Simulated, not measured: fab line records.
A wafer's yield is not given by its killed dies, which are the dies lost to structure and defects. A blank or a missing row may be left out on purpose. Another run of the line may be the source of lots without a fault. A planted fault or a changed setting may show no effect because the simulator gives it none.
A lot that was struck, set against a sound lot || flow sky130 || 15 steps out of a route of 708
Sound: wafers L106.1, L106.2, L106.4. The struck wafers were L113.2, L113.3, L113.5. Last of all comes the cause.
Each step with rows lists, per side, the tool, then ch with its chambers, then its first start. Under that, the readings that differ: sound wafers || struck wafers || difference of the means || sigmas: that difference in standard deviations of wafers without a fault.
alike: a reading whose means differ by less than 2 such deviations, as well as words and numbers matching on both sides. not compared: withheld readings; readings where some wafer has no value; bounds like >300 that might hide an equal value; numbers whose values overlap and for which the record gives no deviation.
A row with sigmas, a row that says differs or no value, or rows on one side alone: a step with any of these is where the two part. Numbers that don't overlap but have no deviation are shown without sigmas and don't part them. Lack of a reading on every wafer of one side parts them only where that side has two or more wafers.

first, 1 step without rows for these wafers: SKY_FIELD_ISO_CVD_03 (deposits Si3N4 from DCS/NH3, target thk 165 nm, time 2830 s).
SKY_FIELD_ISO_THK_MEAS_04:
  sound: filmMetro-01 at day 3 20:50; struck: filmMetro-01 at day 5 07:45
  alike: FIELD_ISO_CVD_03_THK
then, 8 steps without rows for these wafers: SKY_FIELD_ISO_DEHYDRATE_05 (time 60 s); SKY_FIELD_ISO_HMDS_06 (prime time 60 s); SKY_FIELD_ISO_COAT_07 (resist thk 60 nm); SKY_FIELD_ISO_COAT_08 (resist thk 450 nm); SKY_FIELD_ISO_SOFTBAKE_09 (time 90 s); SKY_FIELD_ISO_EXPOSE_10 (exposes mask FOM, target cd 150 nm); SKY_FIELD_ISO_PEB_11; SKY_FIELD_ISO_DEVELOP_12 (develop time 60 s).
SKY_FIELD_ISO_CD_MEAS_13 targets a cd of 150 nm.
  sound: cdSem-02 at day 4 13:40; struck: cdSem-01 at day 6 02:52
  alike: cdNm
SKY_FIELD_ISO_ETCH_14: etches BARC in N2/H2, stops on SiO2, time 45.9 s, target depth 60 nm.
  sound on rieDiel-01 ch 0,2,3, day 4 13:47; struck on rieDiel-01 ch 0,1,3, day 6 02:58
  alike: biasW, drypumpMotorCurrentA, oesProductAu, throttleValvePct
  not compared: rfHoursCounterH
SKY_FIELD_ISO_ETCH_15: etches the open film in CHF3/O2, stops on Si, target depth 180 nm, time 72 s.
  sound on rieDiel-01 ch 0,2,3, day 4 13:49; struck on rieDiel-01 ch 0,1,3, day 6 03:01
{"reading": "biasW (W)", "sound": "199.7 200.4 200.6", "struck": "180.9 180.9 179.9", "difference": -19.7, "sigmas": -28}
{"reading": "model.KrF-thick_of_FIELD_ISO_COAT_08.thkNm (nm)", "sound": "226.5 235 232.7", "struck": "241.6 244 242.5", "difference": "+11.3", "sigmas": ""}
  alike: chf3FlowSccm, drypumpMotorCurrentA, oesProductAu, throttleValvePct
  not compared: rfHoursCounterH
SKY_FIELD_ISO_STRIP_16: strips in O2/N2.
  sound on plasmaAsher-01 ch 0,1, day 4 13:53; struck on plasmaAsher-02 ch 0,1, day 6 03:04
{"reading": "stripTimeToEndpointS (s)", "sound": "3.43 3.54 3.53", "struck": "3.59 3.64 3.63", "difference": "+0.12", "sigmas": "+3"}
  alike: drypumpMotorCurrentA, oesProductAu
  not compared: rfHoursCounterH
following that, these wafers have no rows for 1 step: SKY_PAD_OPEN_PROBE_99.

WHERE THEY PART
Earliest at SKY_FIELD_ISO_ETCH_15; latest, in this record, at SKY_FIELD_ISO_STRIP_16.

WHY: what the simulator had put in
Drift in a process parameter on rieDiel-01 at SKY_FIELD_ISO_ETCH_15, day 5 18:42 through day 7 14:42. Setting biasW shifted by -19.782 from 200. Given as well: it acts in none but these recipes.
